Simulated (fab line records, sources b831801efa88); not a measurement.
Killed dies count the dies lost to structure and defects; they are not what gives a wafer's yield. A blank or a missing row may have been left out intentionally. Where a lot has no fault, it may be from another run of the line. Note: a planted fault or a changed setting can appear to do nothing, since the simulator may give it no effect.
fab line records	flow sfqLine
[record] lots = 7	wafers = 20	lastDay = 86
route steps=325 shown R5@216 I5@228 C5@240 M6@251
lots that met no fault: taken from a fault-free run of the same line
startH: hours from the record's first day to the start of the lot's first wafer shown	waitH: how many hours have passed since the lot's step before this one	" same as the row above	L1.1+2: one row covering several wafers at once	- either no value or no given start	* or withheld: withheld	< > ~ a bound
route shown NAME@n: a module of which the file shows steps, and the number in the route of the first	usual: average and standard deviation across the fault-free wafers	same: alike in all rows	chamber/n: place in a boat	sites: per-site readings	_std_site: standard deviation across them	_edge_site: inner sites' mean taken away from outer sites' mean	radiusMm: how far each site lies from the wafer's centre	mask NAME#n: copy n	behind: the tool/chamber that last shaped the wafer	hold: what put the lot on hold/how long, in hours/how the hold closed	device: transistor that didn't switch, given as n, p or np	end of line: the tests these same wafers got at the end of their route	step lacking rows: just its recipe	killed: dies that structure and defects cost at the first sort, which is not the same as the wafer's yield	map: the dies of a wafer, with x for killed, . for not killed, _ for no die there
set.NAME: the run value of the setting; set.NAME@STEP: its run value at that earlier step	model.NAME: the simulator's own value behind a step, which no gauge read
lots seen at some steps along the route; tables by step, rows by wafer
services: from which hour (startH, from the record's first day; less than 0 if before it) a tool's chamber was out of use, for how many hours, and why
[[steps]]
[step SFQ_R5_THK_MEAS_934]
[recipe] thkMeasGauge = xrf	reads = MoNx_of_TRILAYER_R5_DEP_SPUTTER_133
[usual] R5_MONX_THK = 40.1/0.54
lot.wafer	tool	chamber	startH	waitH	R5_MONX_THK[nm]
L152.4	filmMetro-02	-	1244.81	0.1	39.2
L152.5	"	-	"	"	39.5
L152.6	"	-	"	"	39.4
L154.3	filmMetro-01	-	1256.42	0.1	40.1
L154.5	"	-	"	"	40.9
L154.6	"	-	"	"	40.8
L155.2	filmMetro-02	-	1262.79	0.1	39.7
L155.4	"	-	"	"	39.4
L155.5	"	-	"	"	39.8
L157.2	filmMetro-02	-	1272.41	0.1	39.9
L157.6	"	-	"	"	39.8
L167.1	filmMetro-01	-	1468.56	0.1	39.8
L167.3	"	-	"	"	39.8
L167.5	"	-	"	"	39.3
L173.4	filmMetro-01	-	1489.91	0.1	39.9
L173.5	"	-	"	"	39.3
L173.6	"	-	"	"	40.1
L175.1	filmMetro-02	-	1524.44	0.1	39.8
L175.4	"	-	"	"	39.6
L175.5	"	-	"	"	39.9
[step SFQ_TRILAYER_R5_LITHO_COAT_141]
[recipe] resist = BARC	spinRpm = 3000	resistThkNm = 62
[step SFQ_TRILAYER_R5_LITHO_COAT_136]
[recipe] resist = KrF	spinRpm = 3000	resistThkNm = 600
[step SFQ_TRILAYER_R5_LITHO_SOFTBAKE_140]
[recipe] tempC = withheld	timeS = withheld	resist = KrF
[step SFQ_TRILAYER_R5_LITHO_EXPOSE_137]
[recipe] maskId = R5	na = 0.6	sourceShape = conventional	sigmaOuter = 0.65	targetCdNm = 500	doseMj = 14.4
[step SFQ_TRILAYER_R5_LITHO_PEB_139]
[recipe] pebTempC = 115	pebTimeS = 60	resist = KrF
[step SFQ_TRILAYER_R5_LITHO_DEVELOP_138]
[recipe] timeS = 60	resist = KrF
[step SFQ_R5_OVL_MEAS_935]
[usual] R5_OVL = 2/5.5
lot.wafer	tool	chamber	startH	waitH	R5_OVL[nm]
L152.4	overlay-01	-	1368.22	0.1	2
L152.5	"	-	"	"	0
L152.6	"	-	"	"	7
L154.3	overlay-02	-	1379.94	0.1	-10
L154.5	"	-	"	"	-4
L154.6	"	-	"	"	1
L155.2	overlay-02	-	1383.53	0.1	-1
L155.4	"	-	"	"	2
L155.5	"	-	"	"	6
L157.2	overlay-02	-	1393.13	0.1	-1
L157.6	"	-	"	"	-1
L167.1	overlay-02	-	1470.98	0.1	9
L167.3	"	-	"	"	3
L167.5	"	-	"	"	9
L173.4	overlay-01	-	1495.25	0.1	5
L173.5	"	-	"	"	-1
L173.6	"	-	"	"	4
L175.1	overlay-01	-	1527.42	0.1	10
L175.4	"	-	"	"	6
L175.5	"	-	"	"	4
[step SFQ_TRILAYER_R5_BARC_OPEN_METAL_ETCH_177]
[recipe] maskMaterial = PR	chemistry = O2	targetDepthNm = 125	target = BARC	icpW = 600	biasW = 80	pressureMtorr = 10	timeS = 41.7
[usual] biasW = 80.01/0.23	drypumpMotorCurrentA = 6.1/0.45	oesProductAu = 0.685/0.0046
lot.wafer	tool	chamber	startH	waitH	biasW	drypumpMotorCurrentA	oesProductAu	rfHoursCounterH
L152.4	rieMetal-02	1	1368.26	0.0	79.90	6.2	0.680	-
L152.5	"	0	"	"	80.62	5.4	0.682	-
L152.6	"	1	"	"	80.27	6.2	0.686	-
L154.3	rieMetal-01	1	1379.98	0.0	80.24	5.3	0.684	-
L154.5	"	1	"	"	79.98	5.3	0.678	-
L154.6	"	0	"	"	79.91	5.6	0.686	-
L155.2	rieMetal-02	0	1383.56	0.0	79.93	5.4	0.685	78
L155.4	"	1	"	"	80.02	6.2	0.679	-
L155.5	"	0	"	"	80.40	5.4	0.686	-
L157.2	rieMetal-01	0	1393.18	0.0	79.94	5.5	0.676	-
L157.6	"	0	"	"	79.88	5.6	0.689	-
L167.1	rieMetal-03	0	1471.01	0.0	80.04	6.2	0.684	38
L167.3	"	0	"	"	80.22	6.2	0.679	-
L167.5	"	1	"	"	79.77	6.6	0.694	-
L173.4	rieMetal-03	1	1495.28	0.0	79.65	6.6	0.684	-
L173.5	"	1	"	"	80.16	6.6	0.690	-
L173.6	"	0	"	"	80.21	6.2	0.683	-
L175.1	rieMetal-01	1	1527.46	0.0	80.24	5.3	0.690	42
L175.4	"	0	"	"	79.95	5.6	0.680	-
L175.5	"	0	"	"	79.86	5.6	0.680	-
[step SFQ_TRILAYER_R5_ETCH_METAL_ETCH_139]
[recipe] stopOn = SiO2	maskMaterial = PR	chemistry = Cl2	targetDepthNm = 60	icpW = 600	biasW = 80	pressureMtorr = 10	timeS = 40
[step SFQ_TRILAYER_R5_STRIP_STRIP_140]
[recipe] gas = O2	powerW = 200	platenTempC = 40	overashFraction = 0.65	chemistry = O2	pressureMtorr = 50
[step SFQ_TRILAYER_R5_STRIP_SOLV_CLEAN_141]
[recipe] chemistry = NMP	tempC = 70	timeS = 600
[step SFQ_TRILAYER_A5C_DEP_PECVD_142]
[recipe] material = SiO2	tempC = 150	timeS = 15.556	pressureTorr = 2.4	rfW = 183.3	precursor = SiH4/N2O	targetThkNm = 70
[usual] heaterPowerW = 86/16	throttleValvePct = 24.5/0.77
lot.wafer	tool	chamber	startH	waitH	heaterPowerW	throttleValvePct	model.SiO2_of_TRILAYER_A5C_DEP_PECVD_142.thkNm
L152.4	pecvd-02	0	1369.14	0.0	69	25.5	71.44
L152.5	"	2	"	"	114	24.5	71.28
L152.6	"	1	"	"	89	24.7	71.77
L154.3	pecvd-02	0	1380.86	0.0	74	25.8	80.07
L154.5	"	2	"	"	110	24.7	69.8
L154.6	"	1	"	"	85	24.9	70.93
L155.2	pecvd-02	2	1384.47	0.0	107	24.5	79.87
L155.4	"	0	"	"	69	25.6	70.98
L155.5	"	1	"	"	79	24.6	71.87
L157.2	pecvd-02	2	1394.77	0.0	106	24.9	79.87
L157.6	"	1	"	"	83	24.7	70.64
L167.1	pecvd-03	2	1471.91	0.0	76	24.6	69.41
L167.3	"	1	"	"	58	24.6	69.9
L167.5	"	2	"	"	78	24.5	69.92
L173.4	pecvd-02	2	1496.19	0.0	110	24.6	71.96
L173.5	"	1	"	"	86	24.9	71.36
L173.6	"	0	"	"	68	25.4	70.31
L175.1	pecvd-04	1	1528.37	0.0	74	24.7	69.75
L175.4	"	0	"	"	102	23.0	69.66
L175.5	"	2	"	"	87	23.6	70.02
[step SFQ_TRILAYER_I5_LITHO_COAT_149]
[recipe] resist = BARC	spinRpm = 3000	resistThkNm = 62
[step SFQ_TRILAYER_I5_LITHO_COAT_144]
[recipe] resist = KrF	spinRpm = 3000	resistThkNm = 650
[step SFQ_TRILAYER_I5_LITHO_SOFTBAKE_148]
[recipe] tempC = withheld	timeS = withheld	resist = KrF
[step SFQ_TRILAYER_I5_LITHO_EXPOSE_145]
[recipe] maskId = I5	na = 0.6	sourceShape = conventional	sigmaOuter = 0.65	targetCdNm = 700	doseMj = 21.3
[step SFQ_TRILAYER_I5_LITHO_PEB_147]
[recipe] pebTempC = 115	pebTimeS = 60	resist = KrF
[step SFQ_TRILAYER_I5_LITHO_DEVELOP_146]
[recipe] timeS = 60	resist = KrF
[step SFQ_I5_OVL_MEAS_936]
[usual] I5_OVL = 0/5.5
lot.wafer	tool	chamber	startH	waitH	I5_OVL[nm]
L152.4	overlay-02	-	1495.60	0.1	3
L152.5	"	-	"	"	-2
L152.6	"	-	"	"	2
L154.3	overlay-02	-	1504.26	0.1	-7
L154.5	"	-	"	"	-10
L154.6	"	-	"	"	-12
L155.2	overlay-01	-	1507.58	0.1	-2
L155.4	"	-	"	"	2
L155.5	"	-	"	"	-5
L157.2	overlay-01	-	1515.98	0.1	-3
L157.6	"	-	"	"	1
L167.1	overlay-01	-	1580.55	0.1	-13
L167.3	"	-	"	"	-11
L167.5	"	-	"	"	-3
L173.4	overlay-01	-	1604.74	0.1	-1
L173.5	"	-	"	"	-7
L173.6	"	-	"	"	-6
L175.1	overlay-02	-	1610.37	0.1	-7
L175.4	"	-	"	"	-1
L175.5	"	-	"	"	-6
[step SFQ_TRILAYER_I5_BARC_OPEN_VIA_ETCH_200]
[recipe] maskMaterial = PR	chemistry = O2	targetDepthNm = 125	target = BARC	sourceW = 500	biasW = 80	pressureMtorr = 30	timeS = 41.7
[usual] biasW = 80.01/0.26	drypumpMotorCurrentA = 5.55/0.25	oesProductAu = 0.685/0.0043
lot.wafer	tool	chamber	startH	waitH	biasW	drypumpMotorCurrentA	oesProductAu	rfHoursCounterH
L152.4	rieDiel-04	2	1495.61	0.0	80.16	5.23	0.686	19
L152.5	"	0	"	"	79.99	5.85	0.689	-
L152.6	"	3	"	"	79.84	5.37	0.680	-
L154.3	rieDiel-04	3	1504.28	0.0	80.30	5.35	0.683	18
L154.5	"	0	"	"	79.62	5.81	0.682	-
L154.6	"	3	"	"	79.89	5.37	0.692	-
L155.2	rieDiel-01	0	1507.61	0.0	80.03	5.08	0.688	13
L155.4	"	3	"	"	80.26	5.65	0.692	5
L155.5	"	2	"	"	80.36	5.40	0.688	-
L157.2	rieDiel-01	1	1516.01	0.0	79.94	5.53	0.684	13
L157.6	"	0	"	"	80.00	5.07	0.682	-
L167.1	rieDiel-02	1	1580.59	0.0	79.61	5.77	0.688	20
L167.3	"	0	"	"	79.98	5.53	0.690	1
L167.5	"	3	"	"	79.80	5.78	0.686	-
L173.4	rieDiel-01	1	1604.75	0.0	79.97	5.54	0.690	15
L173.5	"	3	"	"	80.24	5.63	0.686	-
L173.6	"	0	"	"	79.87	5.11	0.674	-
L175.1	rieDiel-04	2	1610.40	0.0	80.03	5.22	0.681	21
L175.4	"	1	"	"	79.92	5.96	0.685	3
L175.5	"	0	"	"	79.86	5.84	0.684	-
[step SFQ_TRILAYER_I5_ETCH_VIA_ETCH_147]
[recipe] stopOn = Nb	maskMaterial = PR	chemistry = CHF3	targetDepthNm = 360	sourceW = 500	biasW = 80	pressureMtorr = 30	timeS = withheld
[usual] biasW = 80.05/0.25	drypumpMotorCurrentA = 5.55/0.25	oesProductAu = 0.986/0.0076
lot.wafer	tool	chamber	startH	waitH	biasW	drypumpMotorCurrentA	oesProductAu
L152.4	rieDiel-04	2	1495.65	0.0	80.49	5.21	0.987
L152.5	"	0	"	"	80.14	5.84	0.974
L152.6	"	3	"	"	79.45	5.38	0.994
L154.3	rieDiel-04	3	1504.32	0.0	80.25	5.37	0.996
L154.5	"	0	"	"	80.21	5.82	0.966
L154.6	"	3	"	"	80.57	5.37	0.985
L155.2	rieDiel-01	0	1507.65	0.0	80.06	5.10	0.986
L155.4	"	3	"	"	80.04	5.67	0.986
L155.5	"	2	"	"	80.24	5.41	0.992
L157.2	rieDiel-01	1	1516.05	0.0	80.10	5.56	0.978
L157.6	"	0	"	"	80.16	5.08	0.995
L167.1	rieDiel-02	1	1580.63	0.0	80.13	5.76	0.993
L167.3	"	0	"	"	79.84	5.48	0.989
L167.5	"	3	"	"	79.83	5.77	0.982
L173.4	rieDiel-01	1	1604.79	0.0	79.66	5.54	0.967
L173.5	"	3	"	"	79.80	5.65	0.989
L173.6	"	0	"	"	80.37	5.11	0.980
L175.1	rieDiel-04	2	1610.44	0.0	80.03	5.24	0.996
L175.4	"	1	"	"	80.47	5.95	0.989
L175.5	"	0	"	"	79.97	5.81	0.976
[step SFQ_TRILAYER_I5_STRIP_STRIP_148]
[recipe] gas = O2	powerW = 200	platenTempC = 40	overashFraction = 0.65	chemistry = O2	pressureMtorr = 50
[step SFQ_TRILAYER_I5_STRIP_SOLV_CLEAN_149]
[recipe] chemistry = NMP	tempC = 70	timeS = 600
[step SFQ_TRILAYER_C5_LITHO_COAT_156]
[recipe] resist = BARC	spinRpm = 3000	resistThkNm = 62
[step SFQ_TRILAYER_C5_LITHO_COAT_151]
[recipe] resist = KrF	spinRpm = 3000	resistThkNm = 650
[step SFQ_TRILAYER_C5_LITHO_SOFTBAKE_155]
[recipe] tempC = withheld	timeS = withheld	resist = KrF
[step SFQ_TRILAYER_C5_LITHO_EXPOSE_152]
[recipe] maskId = C5	na = 0.6	sourceShape = conventional	sigmaOuter = 0.65	targetCdNm = 500	doseMj = 21.3
[step SFQ_TRILAYER_C5_LITHO_PEB_154]
[recipe] pebTempC = 115	pebTimeS = 60	resist = KrF
[step SFQ_TRILAYER_C5_LITHO_DEVELOP_153]
[recipe] timeS = 60	resist = KrF
[step SFQ_C5_OVL_MEAS_937]
[usual] C5_OVL = 1/4.9
lot.wafer	tool	chamber	startH	waitH	C5_OVL[nm]
L152.4	overlay-01	-	1500.05	0.1	-3
L152.5	"	-	"	"	-3
L152.6	"	-	"	"	7
L154.3	overlay-02	-	1507.53	0.1	3
L154.5	"	-	"	"	3
L154.6	"	-	"	"	3
L155.2	overlay-02	-	1511.48	0.1	1
L155.4	"	-	"	"	4
L155.5	"	-	"	"	0
L157.2	overlay-02	-	1519.23	0.1	6
L157.6	"	-	"	"	3
L167.1	overlay-02	-	1583.80	0.1	5
L167.3	"	-	"	"	12
L167.5	"	-	"	"	2
L173.4	overlay-02	-	1607.99	0.1	-2
L173.5	"	-	"	"	-2
L173.6	"	-	"	"	7
L175.1	overlay-01	-	1614.72	0.1	4
L175.4	"	-	"	"	6
L175.5	"	-	"	"	-1
[step SFQ_TRILAYER_C5_BARC_OPEN_VIA_ETCH_210]
[recipe] maskMaterial = PR	chemistry = O2	targetDepthNm = 125	target = BARC	sourceW = 500	biasW = 80	pressureMtorr = 30	timeS = 41.7
[usual] biasW = 80.00/0.26	drypumpMotorCurrentA = 5.5/0.33	oesProductAu = 0.684/0.0047
lot.wafer	tool	chamber	startH	waitH	biasW	drypumpMotorCurrentA	oesProductAu	rfHoursCounterH
L152.4	rieDiel-01	0	1500.06	0.0	79.77	5.1	0.687	13
L152.5	"	0	"	"	79.96	5.1	0.691	-
L152.6	"	3	"	"	79.95	5.6	0.678	-
L154.3	rieDiel-03	3	1507.55	0.0	80.02	5.2	0.687	10
L154.5	"	0	"	"	79.92	5.8	0.684	-
L154.6	"	1	"	"	79.98	4.8	0.692	-
L155.2	rieDiel-03	1	1511.51	0.0	79.71	4.8	0.687	5
L155.4	"	0	"	"	79.95	5.8	0.683	15
L155.5	"	0	"	"	80.31	5.8	0.678	-
L157.2	rieDiel-03	0	1519.26	0.0	80.38	5.8	0.691	16
L157.6	"	0	"	"	80.12	5.8	0.683	-
L167.1	rieDiel-01	3	1583.84	0.0	80.23	5.6	0.686	6
L167.3	"	1	"	"	80.00	5.6	0.673	14
L167.5	"	3	"	"	80.42	5.6	0.679	-
L173.4	rieDiel-02	1	1608.00	0.0	79.97	5.8	0.686	21
L173.5	"	0	"	"	80.24	5.5	0.690	-
L173.6	"	1	"	"	80.35	5.8	0.681	-
L175.1	rieDiel-01	2	1614.75	0.0	79.69	5.4	0.691	18
L175.4	"	0	"	"	79.93	5.1	0.686	15
L175.5	"	2	"	"	79.86	5.4	0.687	-
[step SFQ_TRILAYER_C5_ETCH_VIA_ETCH_154]
[recipe] target = SiO2	maskMaterial = PR	chemistry = CHF3	targetDepthNm = 84	sourceW = 500	biasW = 80	pressureMtorr = 30	timeS = withheld	stopOn = Nb
[usual] biasW = 79.99/0.24	drypumpMotorCurrentA = 5.5/0.33	oesProductAu = 0.894/0.0084
lot.wafer	tool	chamber	startH	waitH	biasW	drypumpMotorCurrentA	oesProductAu	model.etch.depthNm	model.C5.featureDepthNm
L152.4	rieDiel-01	0	1500.10	0.0	79.66	5.1	0.909	71.44	71.44
L152.5	"	0	"	"	79.99	5.1	0.896	71.28	71.28
L152.6	"	3	"	"	79.61	5.6	0.902	71.77	71.77
L154.3	rieDiel-03	3	1507.59	0.0	80.09	5.1	0.972	80.07	80.07
L154.5	"	0	"	"	79.89	5.8	0.892	69.8	69.8
L154.6	"	1	"	"	79.60	4.8	0.897	70.93	70.93
L155.2	rieDiel-03	1	1511.55	0.0	80.03	4.8	0.966	79.87	79.87
L155.4	"	0	"	"	79.75	5.8	0.905	70.98	70.98
L155.5	"	0	"	"	79.64	5.8	0.909	71.87	71.87
L157.2	rieDiel-03	0	1519.30	0.0	79.75	5.8	0.967	79.87	79.87
L157.6	"	0	"	"	80.10	5.8	0.898	70.64	70.64
L167.1	rieDiel-01	3	1583.88	0.0	79.97	5.7	0.896	69.41	69.41
L167.3	"	1	"	"	79.95	5.6	0.903	69.9	69.9
L167.5	"	3	"	"	80.10	5.6	0.896	69.92	69.92
L173.4	rieDiel-02	1	1608.04	0.0	79.97	5.8	0.913	71.96	71.96
L173.5	"	0	"	"	80.11	5.5	0.913	71.36	71.36
L173.6	"	1	"	"	80.04	5.8	0.899	70.31	70.31
L175.1	rieDiel-01	2	1614.79	0.0	80.21	5.4	0.896	69.75	69.75
L175.4	"	0	"	"	80.43	5.1	0.896	69.66	69.66
L175.5	"	2	"	"	80.30	5.4	0.896	70.02	70.02
[step SFQ_TRILAYER_C5_STRIP_STRIP_155]
[recipe] gas = O2	powerW = 200	platenTempC = 40	overashFraction = 0.65	chemistry = O2	pressureMtorr = 50
[usual] drypumpMotorCurrentA = 6.0/0.42	oesProductAu = 0.998/0.013
lot.wafer	tool	chamber	startH	waitH	drypumpMotorCurrentA	oesProductAu	rfHoursCounterH
L152.4	rieMetal-03	0	1500.35	-	6.2	0.996	-
L152.5	"	1	"	"	6.5	1.003	-
L152.6	"	0	"	"	6.2	0.988	-
L154.3	rieMetal-04	0	1507.84	-	5.7	0.982	-
L154.5	"	0	"	"	5.7	0.973	-
L154.6	"	1	"	"	5.5	0.999	-
L155.2	rieMetal-04	0	1511.60	-	5.7	0.965	30
L155.4	"	0	"	"	5.7	0.964	-
L155.5	"	0	"	"	5.7	0.964	-
L157.2	rieMetal-04	0	1519.35	-	5.7	0.969	31
L157.6	"	1	"	"	5.6	0.987	-
L167.1	rieMetal-03	1	1583.93	-	6.6	1.004	145
L167.3	"	1	"	"	6.6	1.004	-
L167.5	"	0	"	"	6.2	1.005	-
L173.4	rieMetal-04	1	1608.29	-	5.5	1.004	-
L173.5	"	0	"	"	5.7	0.991	-
L173.6	"	1	"	"	5.5	1.006	-
L175.1	rieMetal-02	0	1614.84	-	5.4	1.007	112
L175.4	"	1	"	"	6.2	1.009	-
L175.5	"	1	"	"	6.2	1.022	-
[step SFQ_TRILAYER_C5_STRIP_SOLV_CLEAN_156]
[recipe] chemistry = NMP	tempC = 70	timeS = 600
[step SFQ_TRILAYER_M6_DEP_PRE_CLEAN_158]
[recipe] gas = Ar	timeS = 22.5	biasV = 250
lot.wafer	tool	chamber	startH	waitH	model.SiO2_of_TRILAYER_A5C_DEP_PECVD_142.thkNm
L152.4	pvdSputter-05	-	1500.93	0.0	63.94
L152.5	"	-	"	"	63.78
L152.6	"	-	"	"	64.27
L154.3	pvdSputter-06	-	1508.41	0.0	72.57
L154.5	"	-	"	"	62.3
L154.6	"	-	"	"	63.43
L155.2	pvdSputter-03	-	1512.39	0.0	72.37
L155.4	"	-	"	"	63.48
L155.5	"	-	"	"	64.37
L157.2	pvdSputter-06	-	1520.14	0.0	72.37
L157.6	"	-	"	"	63.14
L167.1	pvdSputter-06	-	1584.70	0.0	61.91
L167.3	"	-	"	"	62.4
L167.5	"	-	"	"	62.42
L173.4	pvdSputter-06	-	1608.87	0.0	64.46
L173.5	"	-	"	"	63.86
L173.6	"	-	"	"	62.81
L175.1	pvdSputter-03	-	1615.62	0.0	62.25
L175.4	"	-	"	"	62.16
L175.5	"	-	"	"	62.52
[step SFQ_TRILAYER_M6_DEP_SPUTTER_157]
[recipe] material = Nb	basePressurePa = 1.33e-06	chamberPressurePa = 0.1333	substrateTempC = 20	targetThkNm = 200	powerW = 2000	timeS = 133.3
[[services]]
tool	chamber	startH	hours	kind
rieDiel-02	3	1389.67	40.2	repair
rieDiel-04	2	1393.20	10.8	repair
rieDiel-03	0	1400.16	2.2	repair
rieMetal-03	-	1406.32	1.4	pm
rieDiel-01	-	1407.52	1.5	repair
rieMetal-04	1	1412.25	45.4	repair
rieDiel-02	0	1424.11	1.8	repair
rieDiel-02	2	1425.53	10.5	repair
rieDiel-03	3	1443.35	4.9	repair
pecvd-02	-	1447.58	0.8	repair
rieDiel-01	1	1449.90	15.4	repair
rieDiel-02	3	1473.28	2.9	repair
pvdSputter-06	-	1475.38	2.7	repair
rieDiel-03	3	1477.18	17.9	repair
pecvd-02	-	1489.51	1.6	repair
rieDiel-01	-	1496.27	0.6	repair
rieDiel-01	-	1517.92	2.8	pm
pecvd-02	-	1520.35	2.3	repair
pecvd-02	1	1553.67	22.2	repair
rieMetal-03	0	1555.44	6.7	repair
rieDiel-03	1	1560.58	4.5	repair
rieMetal-03	1	1566.50	1.8	repair
pecvd-02	-	1600.75	1.0	repair
rieMetal-03	-	1611.13	14.6	pm
[[key]]
[firstSign] step = SFQ_TRILAYER_C5_ETCH_VIA_ETCH_154	reading = oesProductAu	direction = up	sigmas = 8.9	usual = 0.894	struck = 0.968
effect none on later readings
[modelEffect] step = SFQ_TRILAYER_A5C_DEP_PECVD_142	value = SiO2_of_TRILAYER_A5C_DEP_PECVD_142.thkNm	without = 69.58	struck = 79.94
[modelEffect] step = SFQ_TRILAYER_C5_ETCH_VIA_ETCH_154	value = etch.depthNm	without = 69.58	struck = 79.94
[modelEffect] step = SFQ_TRILAYER_M6_DEP_PRE_CLEAN_158	value = SiO2_of_TRILAYER_A5C_DEP_PECVD_142.thkNm	without = 62.08	struck = 72.44
metAt SFQ_TRILAYER_A5C_DEP_PECVD_142
struckWafers L154.3,L155.2,L157.2
onsetBetween 1369.14 1380.86
[fault] kind = processParameterDrift	tool = pecvd-02	chamber = -	onsetH = 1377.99	steps = SFQ_TRILAYER_A5C_DEP_PECVD_142	channel = timeS	offset = *	shape = step	endH = 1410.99	scope = struckWafersOnly	actsIn = *	stated = *
